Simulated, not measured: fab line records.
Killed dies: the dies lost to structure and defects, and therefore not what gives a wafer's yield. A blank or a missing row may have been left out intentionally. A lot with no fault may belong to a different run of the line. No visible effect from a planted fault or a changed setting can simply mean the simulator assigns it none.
A struck lot beside a sound one -- flow sky130 -- 15 out of 708 route steps
Sound: these wafers, L847.2, L847.4, L847.6. Struck: wafer L862.3 (L862.5, L862.6, from the same lot, were not struck and are left out); the cause is given at the end.
Per side, at each step with rows, come the tool, then ch with its chambers, and then its first start. Under that, the readings that differ: sound wafers -- struck wafers -- difference of the means -- sigmas: that difference in standard deviations of wafers without a fault.
alike: same words and numbers on both sides, and readings whose means sit less than 2 such deviations apart. not compared: any withheld reading, any reading some wafer has no value for, any bound like >300 that may hide the same value, and any number with overlapping values for which the record gives no deviation.
Wherever a step has rows on one side only, a row that says differs or no value, or a row with sigmas, the two part there. When numbers do not overlap yet have no deviation, they are printed without sigmas and do not part them. Lack of a reading on every wafer of one side parts them only where that side has two or more wafers.

SKY_SONOS_ONO_THK_MEAS_03:
  sound on film_metro-01, day 11 14:08; struck on film_metro-01, day 16 16:18
  alike: SONOS_ONO_CVD_02_THK
then, 1 step without rows for these wafers: SKY_SONOS_ONO_CVD_04 (deposits SiO2 from SiH4/N2O, target thk 5.7199 nm).
SKY_SONOS_ONO_THK_MEAS_05:
  sound on film_metro-04, day 11 16:05; struck on film_metro-01, day 16 17:37
  alike: SONOS_ONO_CVD_04_THK
then, 7 steps without rows for these wafers: SKY_SONOS_ONO_DEHYDRATE_06 (time 60 s); SKY_SONOS_ONO_HMDS_07 (prime time 60 s); SKY_SONOS_ONO_COAT_08 (resist thk 1140 nm); SKY_SONOS_ONO_SOFTBAKE_09 (time 60 s); SKY_SONOS_ONO_EXPOSE_10 (exposes mask ONOM, target cd 410 nm); SKY_SONOS_ONO_PEB_11; SKY_SONOS_ONO_DEVELOP_12 (develop time 60 s).
SKY_SONOS_ONO_CD_MEAS_13: target cd 410 nm.
  sound on cd_sem-02, day 12 16:29; struck on cd_sem-02, day 17 22:31
  alike: cd_nm
SKY_SONOS_ONO_OVL_MEAS_14:
  sound on overlay-01, day 12 16:36; struck on overlay-01, day 17 22:37
  alike: SONOS_ONO_OVL
SKY_SONOS_ONO_ETCH_15: etches the open film in CHF3/O2, target depth 19.52 nm, time 7.8 s.
  sound on rie_diel-02 ch 0,1,3, day 12 16:38; struck on rie_diel-03 ch 1, day 17 22:38
reading,sound,struck,difference,sigmas
model.etch.depth_nm (nm),19.05 19.6 19.55,18.66,-0.74,
model.SONOS_ONO.feature_depth_nm (nm),19.05 19.6 19.55,18.66,-0.74,
  alike: O2_flow_sccm, drypump_motor_current_A, oes_product_au, throttle_valve_pct
  not compared: rf_hours_counter_h
then, 1 step without rows for these wafers: SKY_SONOS_ONO_WET_ETCH_16 (etches SiO2 in dHF, target depth 14 nm, time 280 s).
-- here the record skips 32 days between the struck wafers' starts before and after, leaving off in module SONOS_ONO and picking up in module PAD_OPEN (first step shown: number 708 of the route) --
SKY_PAD_OPEN_PROBE_99:
  sound on prober-02, day 45 18:57; struck on prober-01, day 49 12:05
reading,sound,struck,difference,sigmas
killed_at_contacts,25 18 17,31,+11,+2
killed_open,43 43 34,57,+17,+2
  alike: killed_at_M0_to_M3, killed_at_M4_up, killed_at_front_end, killed_at_other, killed_dies, killed_on_rim, killed_short

## WHERE THEY PART
SKY_PAD_OPEN_PROBE_99 only, going by this record.

WHY: whatever the simulator had introduced
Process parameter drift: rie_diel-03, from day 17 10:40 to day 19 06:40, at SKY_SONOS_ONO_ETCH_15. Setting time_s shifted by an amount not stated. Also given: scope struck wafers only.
